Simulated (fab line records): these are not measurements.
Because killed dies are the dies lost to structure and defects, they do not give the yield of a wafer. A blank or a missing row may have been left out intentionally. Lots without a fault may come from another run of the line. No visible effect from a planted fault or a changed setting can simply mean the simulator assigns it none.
Chamber matching | flow sky130 | SKY_VIA2_CMP_24 on cmp-01: 4 sister chambers
The step polishes, stops on SiO2, t overpolish 20 s, target thk 0 nm. 8 wafers are shown with their chamber, then 10 later ones without.

## WAFERS, EACH WITH ITS CHAMBER
wafer  | chamber | motorCurrentA (A) | timeToEndpointS (s)
L078.5 | 1       | 10.8              | 94
L080.6 | 1       | 10.8              | 93
L081.2 | 3       | 10.4              | 102
L081.5 | 3       | 10.5              | 103
L084.1 | 0       | 11.1              | 96
L084.6 | 2       | 12.6              | 98
L091.1 | 2       | 12.1              | 95
L091.5 | 0       | 11.4              | 96

## WAFERS WHOSE CHAMBER IS MISSING
wafer  | motorCurrentA (A) | timeToEndpointS (s)
L091.6 | 10.0              | 98
L092.2 | 11.6              | 99
L092.4 | 10.6              | 100
L092.6 | 10.8              | 94
L094.2 | 11.9              | 98
L094.3 | 10.3              | 105
L094.5 | 11.1              | 97
L097.1 | 10.4              | 102
L097.2 | 11.8              | 96
L097.4 | 12.5              | 97

## CHAMBER TAKEN BY EACH
wafer  | from the rows above          | in truth
L091.6 | can't be placed: 3 or 1 or 0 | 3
L092.2 | can't be placed: 0 or 2      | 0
L092.4 | 3                            | 3
L092.6 | 1                            | 1
L094.2 | can't be placed: 2 or 0      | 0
L094.3 | 3                            | 3
L094.5 | 0                            | 0
L097.1 | 3                            | 3
L097.2 | can't be placed: 0 or 2      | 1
L097.4 | 2                            | 2
Placed correctly: 6 of 10. Can't be placed from these rows: 4 (the true chamber is among the candidates in 3). Number placed wrongly: 0.
How it was worked out, from the rows above alone: a wafer's distance from a chamber is the root of the sum, over the readings, of the square of ((its reading less the chamber's mean) divided by the reading's scatter). The wafer belongs to the nearest chamber; if the next one is less than 2 further off, it can't be placed. Each chamber's mean is taken over the wafers shown for it. The scatter: the root of (the sum of the squares of (reading less its chamber's mean) over the shown wafers, divided by (wafers less chambers)).
